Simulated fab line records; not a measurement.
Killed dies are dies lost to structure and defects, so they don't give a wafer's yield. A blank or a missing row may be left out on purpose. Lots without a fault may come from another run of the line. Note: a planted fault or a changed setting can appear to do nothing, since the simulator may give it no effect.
Matching of chambers    flow sfqLine    SFQ_TRILAYER_I0_CMP_CMP_028 on cmp-01: 4 sister chambers
The step polishes SiO2. 4 wafers are shown with their chamber, then 11 later ones without.

WAFERS, EACH WITH ITS CHAMBER
wafer   chamber  motorCurrentA (A)
L601.3  0        10.9
L603.2  1        11.0
L604.2  3        9.2
L607.1  2        9.5

WAFERS WITH NO CHAMBER GIVEN
wafer   motorCurrentA (A)
L607.2  9.4
L607.5  11.1
L608.2  9.5
L608.4  11.1
L608.6  11.3
L609.4  9.7
L609.2  10.7
L609.3  9.4
L611.1  9.9
L611.3  11.1
L611.6  10.2

THE CHAMBER EACH PASSED THROUGH
wafer   from the rows above                in truth
L607.2  can't be placed: 2 or 3            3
L607.5  can't be placed: 1 or 0            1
L608.2  can't be placed: 2 or 3            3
L608.4  can't be placed: 1 or 0            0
L608.6  can't be placed: 1 or 0            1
L609.4  can't be placed: 2 or 3            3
L609.2  can't be placed: 0 or 1            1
L609.3  can't be placed: 2 or 3            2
L611.1  can't be placed: 2 or 3            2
L611.3  can't be placed: 1 or 0            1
L611.6  can't be placed: 2 or 0 or 1 or 3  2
Correct placement for 0 of the 11. From these rows, 11 cannot be placed; in 11 the true chamber is one of the candidates. Wrongly placed: 0.
How it was worked out, from the rows above alone: a wafer's distance from a chamber is the root of the sum, over the readings, of the square of ((its reading less the chamber's mean) divided by the reading's scatter). The wafer belongs to the nearest chamber; if the next one is less than 2 further off, it can't be placed. A chamber's mean is the mean of its shown wafers. The scatter (one wafer shown for each chamber): square how far every hidden wafer sits from the nearest shown wafer, average those squares and take the square root.
